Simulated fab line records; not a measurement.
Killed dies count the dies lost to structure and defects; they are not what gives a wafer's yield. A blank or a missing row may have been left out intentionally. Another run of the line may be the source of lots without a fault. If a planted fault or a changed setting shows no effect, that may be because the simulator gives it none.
The tool behind it: which one? | flow gf180mcu | 39 wafers from 13 lots sampled at 4 of the route's 602 steps

WHAT THE GAUGES READ, wafer by wafer
GF_TOP_METAL_OVL_MEAS_15. Usual: for TOP_METAL_OVL the level is -1.2 nm and the standard deviation is 1.3.
lot  | measured     | on         | TOP_METAL_OVL (nm) | flag
L914 | day 28 02:44 | overlay-01 | -1.6 -1.4 -2.0     | 
L915 | day 28 16:11 | overlay-02 | -4.0 -1.9 -3.0     | 
L916 | day 28 17:41 | overlay-02 | -3.4 -4.0 -4.4     | 
L917 | day 29 01:42 | overlay-01 | -5.1 -4.0 -1.9     | 
L918 | day 29 12:49 | overlay-02 | 1.0 0.1 0.2        | 
L919 | day 29 16:17 | overlay-02 | -0.6 -2.4 -1.1     | 
L921 | day 30 12:47 | overlay-01 | -2.5 0.3 -0.6      | 
L923 | day 30 16:50 | overlay-01 | 1.0 -1.0 0.0       | 
L922 | day 30 18:04 | overlay-02 | -1.2 -0.6 -1.4     | 
L924 | day 31 06:38 | overlay-01 | -3.0 -1.4 -1.0     | 
L929 | day 32 16:49 | overlay-01 | -1.5 -1.0 -0.8     | 
L936 | day 34 04:11 | overlay-02 | -2.3 -2.8 -1.9     | 
L937 | day 34 05:41 | overlay-01 | 1.3 -1.6 -1.2      | 

WHICH TOOL RAN EACH LOT (tool, then ch and the chambers of the sampled wafers, then the start)
lot  | GF_V5_SPUTTER_21            | GF_V5_CVD_23                 | GF_TOP_METAL_SPUTTER_00
L914 | pvdSputter-04, day 27 06:28 | cvdW-01 ch 0,1, day 27 06:34 | pvdSputter-03, day 27 07:09
L915 | pvdSputter-02, day 27 19:37 | cvdW-01 ch 0,1, day 27 19:43 | pvdSputter-03, day 27 20:19
L916 | pvdSputter-04, day 27 21:47 | cvdW-02 ch 0,1, day 27 21:56 | pvdSputter-01, day 27 22:29
L917 | pvdSputter-03, day 28 04:56 | cvdW-02 ch 0,1, day 28 05:02 | pvdSputter-03, day 28 05:38
L918 | pvdSputter-04, day 28 16:45 | cvdW-01 ch 0,1, day 28 16:51 | pvdSputter-04, day 28 17:26
L919 | pvdSputter-04, day 28 20:24 | cvdW-01 ch 0,1, day 28 20:30 | pvdSputter-03, day 28 21:05
L921 | pvdSputter-03, day 29 17:24 | cvdW-01 ch 0,1, day 29 17:30 | pvdSputter-01, day 29 18:05
L923 | pvdSputter-03, day 29 21:30 | cvdW-02 ch 0,1, day 29 21:38 | pvdSputter-01, day 29 22:23
L922 | pvdSputter-02, day 29 23:03 | cvdW-02 ch 0,1, day 29 23:09 | pvdSputter-03, day 29 23:44
L924 | pvdSputter-04, day 30 11:31 | cvdW-01 ch 0,1, day 30 11:37 | pvdSputter-03, day 30 12:17
L929 | pvdSputter-04, day 31 23:17 | cvdW-02 ch 0,1, day 31 23:23 | pvdSputter-03, day 31 23:58
L936 | pvdSputter-04, day 33 12:02 | cvdW-01 ch 1, day 33 12:08   | pvdSputter-03, day 33 12:44
L937 | pvdSputter-04, day 33 13:18 | cvdW-01 ch 0,1, day 33 13:24 | pvdSputter-03, day 33 13:59
- GF_V5_SPUTTER_21: material Ti, target thk 15 nm, time 80.02 s.
- GF_V5_CVD_23: deposits W, target thk 350 nm, time 104.9 s.
- GF_TOP_METAL_SPUTTER_00: material Ti, target thk 37.5 nm, time 150 s.

AS READ BY THE TOOLS THEMSELVES (means over the sampled wafers that have a number; for cases with no such wafer, the mark the record gives instead)
GF_V5_SPUTTER_21. Usual: 29.7 % for throttleValvePct, sd 0.83.
lot  | tool          | throttleValvePct (%) | flag
L914 | pvdSputter-04 | 29.8                 | 
L915 | pvdSputter-02 | 28.8                 | 
L916 | pvdSputter-04 | 30.1                 | 
L917 | pvdSputter-03 | 29.5                 | 
L918 | pvdSputter-04 | 30.1                 | 
L919 | pvdSputter-04 | 30.2                 | 
L921 | pvdSputter-03 | 29.7                 | 
L923 | pvdSputter-03 | 29.8                 | 
L922 | pvdSputter-02 | 28.2                 | 
L924 | pvdSputter-04 | 30.2                 | 
L929 | pvdSputter-04 | 30.1                 | 
L936 | pvdSputter-04 | 30.2                 | 
L937 | pvdSputter-04 | 30.2                 | 

GF_V5_CVD_23. Usual: heaterPowerOuterW 497 W, standard deviation 50; heaterPowerW 808 W, standard deviation 48.
lot  | tool    | heaterPowerOuterW (W) | heaterPowerW (W) | flag
L914 | cvdW-01 | 498                   | 796              | 
L915 | cvdW-01 | 496                   | 814              | 
L916 | cvdW-02 | 518                   | 795              | 
L917 | cvdW-02 | 519                   | 789              | 
L918 | cvdW-01 | 494                   | 815              | 
L919 | cvdW-01 | 495                   | 819              | 
L921 | cvdW-01 | 500                   | 809              | 
L923 | cvdW-02 | 461                   | 752              | 
L922 | cvdW-02 | 465                   | 766              | 
L924 | cvdW-01 | 491                   | 818              | 
L929 | cvdW-02 | 466                   | 758              | 
L936 | cvdW-01 | 514                   | 850              | 
L937 | cvdW-01 | 498                   | 812              | 

GF_TOP_METAL_SPUTTER_00. Usual: 29.8 % for throttleValvePct, sd 0.69.
lot  | tool          | throttleValvePct (%) | flag
L914 | pvdSputter-03 | 29.6                 | 
L915 | pvdSputter-03 | 29.9                 | 
L916 | pvdSputter-01 | 30.9                 | 
L917 | pvdSputter-03 | 29.5                 | 
L918 | pvdSputter-04 | 30.4                 | 
L919 | pvdSputter-03 | 29.4                 | 
L921 | pvdSputter-01 | 29.4                 | 
L923 | pvdSputter-01 | 29.4                 | 
L922 | pvdSputter-03 | 29.5                 | 
L924 | pvdSputter-03 | 29.7                 | 
L929 | pvdSputter-03 | 29.8                 | 
L936 | pvdSputter-03 | 29.5                 | 
L937 | pvdSputter-03 | 29.3                 | 

THE ANSWER, worked out from the rows above alone
Rule: lot off if the mean of its wafers having a number is beyond 3 standard deviations from the usual mean. Also off: a lot with no number at a reading for which 4 or more lots have one. The other lots that the step has rows for count as sound. First the gauges in route order, then the tools' own readings, where a lot's mean is used as printed above. The first step at which some lot is off is used, and at that step the reading that is off furthest; a lot without a number counts as furthest.
Across all readings shown, no lot is off: no conclusion can be drawn from this.

WHAT WAS PUT IN BY THE SIMULATOR
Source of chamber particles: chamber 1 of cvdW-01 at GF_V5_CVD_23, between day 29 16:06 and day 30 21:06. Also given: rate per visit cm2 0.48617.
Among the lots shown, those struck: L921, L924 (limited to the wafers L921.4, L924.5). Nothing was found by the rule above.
